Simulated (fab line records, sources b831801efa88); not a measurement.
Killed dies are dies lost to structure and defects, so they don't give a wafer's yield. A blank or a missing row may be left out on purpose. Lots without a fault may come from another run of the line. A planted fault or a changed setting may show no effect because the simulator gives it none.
fab line records | flow gf180mcu
record lots=24 wafers=72 last_day=34
route steps=602 shown VT_IMPLANT@108 POLY_GATE@167 SALICIDE@286 CONTACT@292 M3@426
lots that met no fault: from a run of the same line without faults
start_h: hours from the record's first day to the start of the lot's first wafer shown | wait_h: hours since the lot's step before | " the same as in the row above | L1.1+2: a row that stands for several wafers | - no value, or no start given | * or withheld: withheld | < > ~ a bound
route shown NAME@n: a module of which the file shows steps, and the number in the route of the first | usual: mean/standard deviation of fault-free wafers | same: alike in all rows | chamber/n: place in a boat | sites: the reading at each site | _std_site: their standard deviation | _edge_site: outer sites' mean less inner sites' | radius_mm: how far each site lies from the wafer's centre | mask NAME#n: copy n | behind: the tool/chamber that last shaped the wafer | hold: why the lot was held/for how many hours/how that ended | device: the transistor (n, p or np) that didn't switch | end of line: the same wafers' tests at the end of the route | a step without rows: its recipe alone | killed: dies lost to structure and defects at the first sort, not the wafer's yield | map: a wafer's dies, x killed, . not, _ none there
set.NAME: the setting as run; set.NAME@STEP: as run at that earlier step | model.NAME: the simulator's own value behind a step, which no gauge read
steps of the route over a sample of lots; a table a step, a row a wafer
services: from which hour (start_h, from the record's first day; less than 0 if before it) a tool's chamber was out of use, for how many hours, and why
## steps
# step GF_VT_IMPLANT_OVL_MEAS_18
# usual VT_IMPLANT_01_OVL=1.1/1.2
# columns lot.wafer tool chamber start_h wait_h VT_IMPLANT_01_OVL[nm]
L074.3 overlay-02 - 126.75 0.1 1.1
L074.5 " - " " 0.5
L074.6 " - " " 0.9
L075.2 overlay-01 - 133.05 0.1 1.1
L075.3 " - " " 0.7
L075.5 " - " " 2.5
L076.4 overlay-01 - 140.97 0.1 3.8
L076.5 " - " " 2.2
L076.6 " - " " 3.8
L077.3 overlay-01 - 145.55 0.1 1.4
L077.5 " - " " 0.7
L077.6 " - " " 0.7
L078.1 overlay-02 - 151.89 0.1 0.7
L078.5 " - " " 1.5
L078.6 " - " " 0.8
L079.2 overlay-02 - 159.11 0.1 1.5
L079.3 " - " " 1.9
L079.4 " - " " 3.6
L080.1 overlay-01 - 164.81 0.1 0.3
L080.2 " - " " 0.6
L080.3 " - " " 2.7
L081.2 overlay-02 - 170.66 0.1 -0.8
L081.4 " - " " 0.9
L081.6 " - " " 1.7
L082.3 overlay-02 - 178.80 0.1 -0.5
L082.4 " - " " 0.4
L082.5 " - " " 1.2
L083.1 overlay-01 - 185.86 0.1 -0.8
L083.4 " - " " -1.4
L083.6 " - " " -1.3
L084.1 overlay-02 - 192.17 0.1 3.5
L084.2 " - " " 1.7
L084.4 " - " " 2.4
L085.2 overlay-02 - 197.78 0.1 1.7
L085.3 " - " " 0.3
L085.5 " - " " 1.7
L086.1 overlay-02 - 203.17 0.1 2.0
L086.2 " - " " 4.6
L086.6 " - " " 2.6
L087.1 overlay-02 - 209.12 0.1 0.5
L087.3 " - " " -2.2
L087.4 " - " " 2.5
L088.2 overlay-01 - 216.11 0.1 0.2
L088.3 " - " " 1.5
L088.5 " - " " 1.8
L089.3 overlay-01 - 223.15 0.1 2.0
L089.4 " - " " -0.5
L089.6 " - " " 1.1
L090.3 overlay-01 - 229.08 0.1 1.5
L090.4 " - " " 1.7
L090.5 " - " " 1.9
L091.2 overlay-02 - 234.81 0.1 2.7
L091.3 " - " " 3.5
L091.6 " - " " 1.3
L092.2 overlay-02 - 243.28 0.1 0.2
L092.3 " - " " 3.3
L092.5 " - " " 2.4
L093.1 overlay-01 - 249.00 0.1 0.4
L093.5 " - " " -0.8
L093.6 " - " " -1.0
L094.1 overlay-02 - 254.95 0.1 2.6
L094.3 " - " " 1.1
L094.5 " - " " 0.9
L095.1 overlay-02 - 260.50 0.1 1.5
L095.4 " - " " 1.5
L095.5 " - " " 1.4
L096.1 overlay-01 - 268.07 0.1 -0.5
L096.3 " - " " 2.3
L096.5 " - " " 0.7
L097.3 overlay-02 - 271.57 0.1 0.9
L097.5 " - " " 0.0
L097.6 " - " " -0.3
# step GF_VT_IMPLANT_STRIP_20
# recipe chemistry=O2/N2 power_w=1400 pressure_mtorr=1500 platen_temp_c=250 o2_flow_sccm=3000 n2_flow_sccm=300 overash_fraction=0.5
# usual chamber_pressure_mTorr=1500.1/1.3 drypump_motor_current_A=5.6/0.49 heater_power_w=342/33 oes_product_au=0.716/0.0046 platen_temp_c=250.03/0.17 strip_time_to_endpoint_s=12.63/0.037
# columns lot.wafer tool chamber start_h wait_h chamber_pressure_mTorr drypump_motor_current_A heater_power_w oes_product_au platen_temp_c rf_hours_counter_h strip_time_to_endpoint_s
L074.3 plasma_asher-03 0 126.96 0.1 1499.9 5.8 344 0.721 249.95 - 12.60
L074.5 " 1 " " 1500.2 6.2 395 0.716 249.87 - 12.61
L074.6 " 0 " " 1500.0 5.8 340 0.722 250.28 - 12.62
L075.2 plasma_asher-04 0 133.23 0.1 1500.9 5.8 282 0.711 250.22 34 12.65
L075.3 " 1 " " 1501.3 5.1 314 0.714 250.25 - 12.60
L075.5 " 1 " " 1499.2 5.2 322 0.723 250.01 - 12.67
L076.4 plasma_asher-02 0 141.18 0.1 1501.3 4.9 361 0.722 249.90 - 12.57
L076.5 " 1 " " 1499.2 6.0 348 0.716 250.10 - 12.59
L076.6 " 0 " " 1498.0 4.9 373 0.717 250.00 - 12.59
L077.3 plasma_asher-02 1 145.76 0.1 1498.9 6.0 350 0.725 249.85 - 12.65
L077.5 " 1 " " 1502.0 6.0 350 0.714 249.86 - 12.63
L077.6 " 0 " " 1499.1 4.9 358 0.713 249.95 - 12.64
L078.1 plasma_asher-02 0 152.08 0.1 1502.0 4.9 345 0.715 249.81 50 12.61
L078.5 " 1 " " 1501.1 6.0 352 0.721 249.91 - 12.57
L078.6 " 0 " " 1497.2 4.9 358 0.714 249.72 - 12.64
L079.2 plasma_asher-04 0 159.29 0.1 1498.2 5.8 280 0.712 250.34 37 12.61
L079.3 " 1 " " 1500.6 5.1 317 0.711 250.17 - 12.59
L079.4 " 0 " " 1501.0 5.8 284 0.714 250.52 - 12.57
L080.1 plasma_asher-02 1 164.99 0.1 1500.4 6.0 346 0.718 249.93 52 12.63
L080.2 " 0 " " 1499.4 4.9 350 0.717 249.99 52 12.63
L080.3 " 1 " " 1501.0 6.0 338 0.719 249.87 - 12.57
L081.2 plasma_asher-04 0 170.84 0.1 1500.0 5.8 288 0.709 249.77 38 12.67
L081.4 " 0 " " 1501.4 5.8 280 0.720 249.92 - 12.63
L081.6 " 0 " " 1499.3 5.8 284 0.718 249.82 - 12.63
L082.3 plasma_asher-02 1 179.01 0.1 1498.0 6.0 344 0.723 249.97 - 12.57
L082.4 " 0 " " 1500.2 4.9 370 0.706 249.88 - 12.63
L082.5 " 0 " " 1500.6 4.9 361 0.720 250.05 - 12.61
L083.1 plasma_asher-02 0 186.04 0.1 1503.3 4.9 361 0.716 249.70 54 12.67
L083.4 " 0 " " 1500.6 4.9 361 0.713 250.20 - 12.65
L083.6 " 0 " " 1502.2 4.9 357 0.719 250.36 - 12.63
L084.1 plasma_asher-03 0 192.36 0.1 1500.5 5.8 347 0.712 250.07 54 12.64
L084.2 " 1 " " 1500.8 6.2 398 0.713 250.06 54 12.62
L084.4 " 1 " " 1501.5 6.2 402 0.718 250.10 - 12.64
L085.2 plasma_asher-03 0 197.96 0.1 1500.3 5.7 341 0.721 249.98 55 12.70
L085.3 " 1 " " 1500.6 6.3 396 0.714 250.18 - 12.68
L085.5 " 0 " " 1499.1 5.8 336 0.717 250.26 - 12.70
L086.1 plasma_asher-03 0 203.36 0.1 1499.7 5.8 340 0.717 249.97 55 12.66
L086.2 " 1 " " 1500.2 6.3 385 0.718 250.08 55 12.66
L086.6 " 0 " " 1497.7 5.8 337 0.714 250.14 - 12.65
L087.1 plasma_asher-02 1 209.31 0.1 1500.5 6.0 342 0.717 249.94 56 12.66
L087.3 " 1 " " 1500.9 6.0 342 0.720 249.92 - 12.61
L087.4 " 0 " " 1498.4 4.9 352 0.711 249.98 - 12.58
L088.2 plasma_asher-02 1 216.29 0.1 1502.2 6.0 356 0.712 250.12 57 12.71
L088.3 " 0 " " 1501.2 4.9 356 0.719 249.91 - 12.73
L088.5 " 0 " " 1499.6 4.9 356 0.713 249.98 - 12.74
L089.3 plasma_asher-02 0 223.36 0.1 1499.6 4.9 367 0.725 249.77 - 12.61
L089.4 " 1 " " 1500.3 6.0 346 0.707 250.19 - 12.59
L089.6 " 0 " " 1502.0 4.9 350 0.713 249.99 - 12.64
L090.3 plasma_asher-02 0 229.29 0.1 1500.3 4.9 366 0.712 249.91 - 12.60
L090.4 " 1 " " 1499.6 6.0 337 0.708 250.06 - 12.62
L090.5 " 0 " " 1503.0 4.9 367 0.723 250.03 - 12.66
L091.2 plasma_asher-04 1 234.99 0.1 1499.7 5.1 319 0.724 250.33 45 12.61
L091.3 " 0 " " 1501.6 5.8 292 0.720 249.88 - 12.63
L091.6 " 1 " " 1498.2 5.2 324 0.716 250.15 - 12.60
L092.2 plasma_asher-04 0 243.46 0.1 1499.2 5.8 288 0.711 250.15 46 12.69
L092.3 " 0 " " 1500.0 5.8 281 0.719 250.06 - 12.71
L092.5 " 1 " " 1496.8 5.2 319 0.712 250.12 - 12.69
L093.1 plasma_asher-02 0 249.19 0.1 1500.1 4.9 353 0.712 250.09 60 12.61
L093.5 " 0 " " 1500.6 4.9 355 0.721 249.70 - 12.62
L093.6 " 1 " " 1499.8 6.0 358 0.720 249.78 - 12.60
L094.1 plasma_asher-04 0 255.14 0.1 1501.7 5.8 281 0.720 250.02 47 12.62
L094.3 " 1 " " 1499.8 5.2 315 0.717 250.35 - 12.60
L094.5 " 1 " " 1498.5 5.2 315 0.723 249.91 - 12.58
L095.1 plasma_asher-04 0 260.69 0.1 1500.0 5.8 280 0.727 250.12 48 12.60
L095.4 " 1 " " 1501.0 5.2 322 0.717 249.68 - 12.64
L095.5 " 1 " " 1497.9 5.2 316 0.719 249.87 - 12.65
L096.1 plasma_asher-03 0 268.26 0.1 1497.3 5.8 342 0.715 250.08 62 12.66
L096.3 " 1 " " 1499.0 6.3 401 0.721 250.20 - 12.64
L096.5 " 0 " " 1500.3 5.8 332 0.719 250.25 - 12.62
L097.3 plasma_asher-03 0 271.77 0.1 1499.4 5.8 337 0.716 249.72 - 12.62
L097.5 " 1 " " 1499.3 6.2 394 0.714 249.94 - 12.62
L097.6 " 0 " " 1501.5 5.8 338 0.712 249.80 - 12.59
# step GF_POLY_GATE_CD_MEAS_10
# recipe target_cd_nm=280
# usual cd_nm=280.3/1.3
# columns lot.wafer tool chamber start_h wait_h cd_nm
L074.3 cd_sem-01 - 198.16 0.1 280.6
L074.5 " - " " 280.0
L074.6 " - " " 281.0
L075.2 cd_sem-02 - 204.29 0.1 281.3
L075.3 " - " " 281.9
L075.5 " - " " 281.6
L076.4 cd_sem-02 - 213.73 0.1 279.0
L076.5 " - " " 279.6
L076.6 " - " " 278.9
L077.3 cd_sem-01 - 218.58 0.1 280.2
L077.5 " - " " 280.0
L077.6 " - " " 279.9
L078.1 cd_sem-01 - 227.65 0.1 280.5
L078.5 " - " " 280.1
L078.6 " - " " 280.2
L079.2 cd_sem-02 - 234.69 0.1 278.5
L079.3 " - " " 279.3
L079.4 " - " " 279.2
L080.1 cd_sem-01 - 241.74 0.1 280.6
L080.2 " - " " 280.1
L080.3 " - " " 281.4
L081.2 cd_sem-01 - 247.72 0.1 279.7
L081.4 " - " " 281.3
L081.6 " - " " 280.0
L082.3 cd_sem-02 - 257.69 0.1 279.1
L082.4 " - " " 278.3
L082.5 " - " " 279.5
L083.1 cd_sem-01 - 263.99 0.1 280.8
L083.4 " - " " 280.2
L083.6 " - " " 280.2
L084.1 cd_sem-02 - 273.84 0.1 282.3
L084.2 " - " " 281.3
L084.4 " - " " 280.5
L085.2 cd_sem-01 - 276.57 0.1 281.6
L085.3 " - " " 281.7
L085.5 " - " " 280.5
L086.1 cd_sem-02 - 283.84 0.1 281.2
L086.2 " - " " 280.5
L086.6 " - " " 281.4
L087.1 cd_sem-02 - 290.47 0.1 282.7
L087.3 " - " " 282.2
L087.4 " - " " 282.7
L088.2 cd_sem-02 - 298.64 0.1 280.9
L088.3 " - " " 280.5
L088.5 " - " " 279.8
L089.3 cd_sem-01 - 305.13 0.1 276.9
L089.4 " - " " 276.7
L089.6 " - " " 276.9
L090.3 cd_sem-02 - 310.59 0.1 280.6
L090.4 " - " " 279.9
L090.5 " - " " 279.2
L091.2 cd_sem-01 - 318.26 0.1 282.8
L091.3 " - " " 282.9
L091.6 " - " " 283.3
L092.2 cd_sem-01 - 327.19 0.1 279.6
L092.3 " - " " 279.9
L092.5 " - " " 278.6
L093.1 cd_sem-01 - 332.89 0.1 278.5
L093.5 " - " " 277.8
L093.6 " - " " 277.5
L094.1 cd_sem-02 - 341.47 0.1 279.0
L094.3 " - " " 280.1
L094.5 " - " " 279.3
L095.1 cd_sem-02 - 347.79 0.1 281.9
L095.4 " - " " 281.1
L095.5 " - " " 279.9
L096.1 cd_sem-02 - 356.65 0.1 280.0
L096.3 " - " " 279.9
L096.5 " - " " 280.7
L097.3 cd_sem-02 - 361.16 0.1 280.0
L097.5 " - " " 280.0
L097.6 " - " " 280.1
# step GF_SALICIDE_RTA_08
# recipe temp_c=800 time_s=30 ambient=N2
# usual lamp_power_pct=16.3/0.4 wafer_temp_C_max=802.6/0.56
# columns lot.wafer tool chamber start_h wait_h lamp_power_pct wafer_temp_C_max
L074.3 rtp_anneal-01 0 344.55 0.0 16.7 802.6
L074.5 " 0 " " 16.7 803.0
L074.6 " 0 " " 16.7 802.2
L075.2 rtp_anneal-01 0 348.04 0.0 16.7 802.4
L075.3 " 0 " " 16.7 803.0
L075.5 " 0 " " 16.8 802.6
L076.4 rtp_anneal-02 0 362.79 0.1 15.9 803.0
L076.5 " 0 " " 15.9 802.4
L076.6 " 0 " " 15.9 802.7
L077.3 rtp_anneal-01 0 367.07 0.0 16.7 802.0
L077.5 " 0 " " 16.7 802.4
L077.6 " 0 " " 16.7 803.6
L078.1 rtp_anneal-02 0 376.86 0.0 15.9 801.9
L078.5 " 0 " " 15.9 803.0
L078.6 " 0 " " 15.9 802.6
L079.2 rtp_anneal-01 0 387.47 0.0 16.7 803.1
L079.3 " 0 " " 16.7 801.9
L079.4 " 0 " " 16.7 802.6
L080.1 rtp_anneal-02 0 394.69 0.0 15.9 802.7
L080.2 " 0 " " 15.9 802.3
L080.3 " 0 " " 15.9 803.1
L081.2 rtp_anneal-01 0 404.17 0.0 16.7 801.9
L081.4 " 0 " " 16.7 802.6
L081.6 " 0 " " 16.7 802.9
L082.3 rtp_anneal-01 0 414.42 0.0 16.8 803.1
L082.4 " 0 " " 16.7 802.6
L082.5 " 0 " " 16.7 803.1
L083.1 rtp_anneal-01 0 419.22 0.0 16.7 803.3
L083.4 " 0 " " 16.7 803.0
L083.6 " 0 " " 16.7 803.1
L084.1 rtp_anneal-02 0 433.29 0.0 15.9 801.9
L084.2 " 0 " " 15.9 801.6
L084.4 " 0 " " 15.9 802.4
L085.2 rtp_anneal-02 0 437.57 0.0 15.9 802.7
L085.3 " 0 " " 15.9 802.2
L085.5 " 0 " " 15.9 802.2
L086.1 rtp_anneal-02 0 448.30 0.0 15.9 801.8
L086.2 " 0 " " 15.9 803.1
L086.6 " 0 " " 15.9 802.7
L087.1 rtp_anneal-02 0 455.07 0.0 15.9 803.2
L087.3 " 0 " " 15.9 802.3
L087.4 " 0 " " 15.9 802.2
L088.2 rtp_anneal-01 0 463.09 0.0 16.7 803.1
L088.3 " 0 " " 16.7 803.4
L088.5 " 0 " " 16.7 803.4
L089.3 rtp_anneal-02 0 474.15 0.0 15.9 802.0
L089.4 " 0 " " 15.9 801.9
L089.6 " 0 " " 15.9 801.8
L090.3 rtp_anneal-02 0 480.07 0.0 15.9 803.2
L090.4 " 0 " " 16.0 802.1
L090.5 " 0 " " 15.9 802.8
L091.2 rtp_anneal-01 0 487.11 0.0 16.7 801.7
L091.3 " 0 " " 16.7 802.1
L091.6 " 0 " " 16.7 801.8
L092.2 rtp_anneal-02 0 498.03 0.0 15.9 802.3
L092.3 " 0 " " 15.9 803.9
L092.5 " 0 " " 15.9 804.0
L093.1 rtp_anneal-01 0 504.32 0.0 16.7 803.0
L093.5 " 0 " " 16.7 802.7
L093.6 " 0 " " 16.7 803.5
L094.1 rtp_anneal-02 0 513.09 0.0 15.9 803.4
L094.3 " 0 " " 15.9 803.5
L094.5 " 0 " " 15.9 801.9
L095.1 rtp_anneal-02 0 520.29 0.0 15.9 801.4
L095.4 " 0 " " 15.9 802.0
L095.5 " 0 " " 15.9 802.4
L096.1 rtp_anneal-01 0 530.57 0.0 16.7 802.8
L096.3 " 0 " " 16.7 803.2
L096.5 " 0 " " 16.7 803.2
L097.3 rtp_anneal-01 0 535.82 0.0 16.7 802.9
L097.5 " 0 " " 16.7 802.2
L097.6 " 0 " " 16.7 802.3
# step GF_CONTACT_BOW_MEAS_05
# recipe mode=bow
# usual CONTACT_BOW=65/7
# columns lot.wafer tool chamber start_h wait_h CONTACT_BOW[um]
L074.3 film_metro-04 - 345.19 0.3 55
L074.5 " - " " 58
L074.6 " - " " 66
L075.2 film_metro-03 - 348.68 0.3 67
L075.3 " - " " 59
L075.5 " - " " 62
L076.4 film_metro-04 - 363.47 0.2 70
L076.5 " - " " 67
L076.6 " - " " 74
L077.3 film_metro-03 - 367.71 0.2 69
L077.5 " - " " 66
L077.6 " - " " 62
L078.1 film_metro-02 - 377.49 0.1 73
L078.5 " - " " 52
L078.6 " - " " 63
L079.2 film_metro-03 - 388.11 0.1 54
L079.3 " - " " 72
L079.4 " - " " 68
L080.1 film_metro-04 - 395.32 0.2 58
L080.2 " - " " 62
L080.3 " - " " 70
L081.2 film_metro-02 - 404.85 0.2 56
L081.4 " - " " 69
L081.6 " - " " 71
L082.3 film_metro-04 - 415.06 0.1 67
L082.4 " - " " 76
L082.5 " - " " 69
L083.1 film_metro-04 - 419.89 0.2 60
L083.4 " - " " 48
L083.6 " - " " 62
L084.1 film_metro-03 - 433.92 0.2 77
L084.2 " - " " 66
L084.4 " - " " 69
L085.2 film_metro-03 - 438.24 0.3 67
L085.3 " - " " 61
L085.5 " - " " 72
L086.1 film_metro-04 - 448.93 0.1 60
L086.2 " - " " 61
L086.6 " - " " 59
L087.1 film_metro-02 - 455.70 0.1 64
L087.3 " - " " 54
L087.4 " - " " 74
L088.2 film_metro-03 - 463.73 0.2 69
L088.3 " - " " 58
L088.5 " - " " 66
L089.3 film_metro-03 - 474.79 0.2 77
L089.4 " - " " 62
L089.6 " - " " 64
L090.3 film_metro-04 - 480.71 0.2 69
L090.4 " - " " 65
L090.5 " - " " 71
L091.2 film_metro-04 - 487.75 0.1 70
L091.3 " - " " 70
L091.6 " - " " 65
L092.2 film_metro-04 - 498.66 0.1 64
L092.3 " - " " 57
L092.5 " - " " 70
L093.1 film_metro-04 - 504.95 0.1 69
L093.5 " - " " 58
L093.6 " - " " 63
L094.1 film_metro-04 - 513.83 0.2 64
L094.3 " - " " 57
L094.5 " - " " 79
L095.1 film_metro-03 - 521.03 0.2 74
L095.4 " - " " 57
L095.5 " - " " 55
L096.1 film_metro-04 - 531.20 0.1 66
L096.3 " - " " 77
L096.5 " - " " 76
L097.3 film_metro-03 - 536.46 0.2 68
L097.5 " - " " 77
L097.6 " - " " 68
# step GF_M3_STRIP_17
# recipe chemistry=O2/N2 power_w=1400 pressure_mtorr=1500 platen_temp_c=250 o2_flow_sccm=3000 n2_flow_sccm=300 overash_fraction=0.5
# usual chamber_pressure_mTorr=1500.0/1.3 drypump_motor_current_A=5.7/0.44 heater_power_w=336/30 oes_product_au=0.556/0.0048 platen_temp_c=250.00/0.19 strip_time_to_endpoint_s=7.85/0.037
# columns lot.wafer tool chamber start_h wait_h chamber_pressure_mTorr drypump_motor_current_A heater_power_w oes_product_au platen_temp_c rf_hours_counter_h strip_time_to_endpoint_s
L074.3 plasma_asher-04 0 493.04 0.1 1499.8 5.8 284 0.553 249.62 - 7.86
L074.5 " 0 " " 1499.0 5.8 289 0.559 249.89 - 7.83
L074.6 " 1 " " 1502.4 5.1 319 0.563 250.01 - 7.88
L075.2 plasma_asher-03 0 497.84 0.1 1499.1 5.8 344 0.558 250.04 7 7.88
L075.3 " 1 " " 1500.1 6.2 371 0.555 249.89 - 7.86
L075.5 " 0 " " 1499.8 5.8 347 0.565 250.03 - 7.84
L076.4 plasma_asher-02 0 513.85 0.1 1500.5 4.9 359 0.554 250.01 - 7.79
L076.5 " 0 " " 1498.7 4.9 359 0.559 250.12 - 7.84
L076.6 " 1 " " 1500.7 6.0 351 0.559 250.25 - 7.81
L077.3 plasma_asher-04 0 517.45 0.1 1497.8 5.8 286 0.555 249.97 - 7.83
L077.5 " 1 " " 1500.9 5.1 312 0.561 249.98 - 7.82
L077.6 " 0 " " 1500.5 5.8 278 0.556 249.89 - 7.83
L078.1 plasma_asher-04 1 527.34 0.1 1500.2 5.2 320 0.561 250.18 75 7.93
L078.5 " 0 " " 1498.2 5.8 281 0.556 249.99 - 7.94
L078.6 " 1 " " 1500.0 5.2 321 0.563 250.09 - 7.91
L079.2 plasma_asher-02 1 539.24 0.1 1501.3 6.0 342 0.552 249.85 92 7.89
L079.3 " 0 " " 1500.7 4.9 361 0.560 250.31 - 7.91
L079.4 " 1 " " 1501.5 6.0 345 0.554 250.10 - 7.87
L080.1 plasma_asher-04 1 546.77 0.1 1501.2 5.1 327 0.561 250.06 77 7.83
L080.2 " 0 " " 1496.4 5.8 286 0.549 249.78 77 7.86
L080.3 " 0 " " 1498.6 5.8 290 0.551 249.65 - 7.82
L081.2 plasma_asher-04 0 557.25 0.1 1501.0 5.8 285 0.561 250.12 78 7.84
L081.4 " 1 " " 1499.6 5.2 321 0.556 250.07 - 7.79
L081.6 " 1 " " 1499.6 5.2 312 0.563 249.97 - 7.79
L082.3 plasma_asher-04 1 563.25 0.1 1501.9 5.2 313 0.554 249.88 - 7.85
L082.4 " 0 " " 1499.3 5.8 282 0.554 249.85 - 7.82
L082.5 " 0 " " 1499.9 5.8 287 0.551 249.76 - 7.89
L083.1 plasma_asher-04 1 569.83 0.2 1498.0 5.1 322 0.566 249.83 79 7.89
L083.4 " 1 " " 1499.8 5.1 316 0.560 250.01 - 7.90
L083.6 " 1 " " 1500.0 5.1 317 0.561 249.91 - 7.88
L084.1 plasma_asher-02 1 581.95 0.1 1500.5 6.0 341 0.560 249.65 96 7.81
L084.2 " 0 " " 1497.8 4.9 364 0.560 250.32 96 7.85
L084.4 " 0 " " 1499.0 4.9 358 0.557 250.45 - 7.85
L085.2 plasma_asher-03 0 586.25 0.1 1499.1 5.8 351 0.557 250.09 16 7.76
L085.3 " 0 " " 1500.1 5.7 352 0.562 249.98 - 7.82
L085.5 " 0 " " 1500.6 5.8 338 0.554 249.97 - 7.83
L086.1 plasma_asher-03 0 595.72 0.1 1499.3 5.8 342 0.548 249.90 18 7.80
L086.2 " 1 " " 1500.8 6.3 361 0.552 250.12 18 7.91
L086.6 " 0 " " 1499.7 5.8 354 0.554 249.91 - 7.79
L087.1 plasma_asher-04 1 601.82 0.1 1499.7 5.2 314 0.562 249.95 83 7.84
L087.3 " 0 " " 1500.2 5.8 287 0.555 250.23 - 7.77
L087.4 " 1 " " 1500.5 5.2 323 0.550 250.05 - 7.82
L088.2 plasma_asher-02 1 609.09 0.1 1499.7 6.0 349 0.549 249.74 100 7.90
L088.3 " 0 " " 1498.9 4.9 357 0.566 249.78 - 7.91
L088.5 " 0 " " 1500.4 4.9 353 0.562 249.76 - 7.88
L089.3 plasma_asher-03 1 618.63 0.1 1499.0 6.2 385 0.550 249.97 - 7.90
L089.4 " 0 " " 1501.6 5.8 341 0.559 250.09 - 7.86
L089.6 " 1 " " 1498.7 6.2 375 0.558 250.16 - 7.87
L090.3 plasma_asher-03 1 623.13 0.1 1498.9 6.2 368 0.559 250.19 - 7.83
L090.4 " 0 " " 1500.7 5.8 344 0.552 249.95 - 7.80
L090.5 " 0 " " 1498.1 5.8 346 0.555 250.04 - 7.85
L091.2 plasma_asher-03 0 628.99 0.1 1500.3 5.8 343 0.557 249.96 21 7.83
L091.3 " 1 " " 1501.2 6.2 374 0.558 249.81 - 7.87
L091.6 " 1 " " 1498.7 6.2 362 0.558 250.15 - 7.85
L092.2 plasma_asher-03 0 639.22 0.1 1499.7 5.8 344 0.560 250.08 22 7.80
L092.3 " 1 " " 1500.5 6.2 375 0.561 250.01 - 7.87
L092.5 " 0 " " 1499.4 5.8 334 0.548 250.17 - 7.84
L093.1 plasma_asher-02 1 644.19 0.1 1501.8 6.0 342 0.558 249.83 104 7.86
L093.5 " 0 " " 1499.9 4.9 365 0.557 250.19 - 7.88
L093.6 " 1 " " 1501.5 6.0 346 0.548 249.83 - 7.84
L094.1 plasma_asher-03 0 651.58 0.2 1499.1 5.8 340 0.552 250.20 23 7.83
L094.3 " 1 " " 1498.0 6.2 371 0.557 250.07 - 7.86
L094.5 " 0 " " 1501.8 5.7 349 0.563 250.46 - 7.87
L095.1 plasma_asher-04 1 658.10 0.1 1500.0 5.2 318 0.551 249.92 89 7.88
L095.4 " 0 " " 1501.7 5.8 283 0.562 249.78 - 7.86
L095.5 " 0 " " 1502.6 5.8 277 0.554 250.32 - 7.87
L096.1 plasma_asher-03 0 666.65 0.1 1497.6 5.8 353 0.558 250.09 25 7.84
L096.3 " 0 " " 1500.9 5.8 343 0.557 250.07 - 7.87
L096.5 " 1 " " 1498.7 6.2 366 0.564 249.81 - 7.85
L097.3 plasma_asher-03 0 670.70 0.1 1502.0 5.8 350 0.551 250.23 - 7.88
L097.5 " 0 " " 1499.8 5.8 348 0.561 250.11 - 7.88
L097.6 " 1 " " 1501.7 6.2 364 0.551 249.91 - 7.89
## services
# columns tool chamber start_h hours kind
rtp_anneal-02 - 160.06 4.5 pm
plasma_asher-02 - 193.42 1.2 repair
plasma_asher-03 - 255.20 3.5 repair
rtp_anneal-02 - 264.03 0.9 pm
plasma_asher-03 - 416.97 0.5 repair
plasma_asher-03 - 421.25 9.0 pm
plasma_asher-03 0 421.25 9.0 vent_cycle
plasma_asher-03 1 421.25 9.0 vent_cycle
plasma_asher-03 0 430.25 - clean
plasma_asher-03 1 430.25 - clean
plasma_asher-04 - 462.43 13.5 repair
plasma_asher-04 - 567.34 0.7 repair
plasma_asher-02 - 614.49 2.8 pm
plasma_asher-03 - 620.46 2.4 repair
## key
fault none
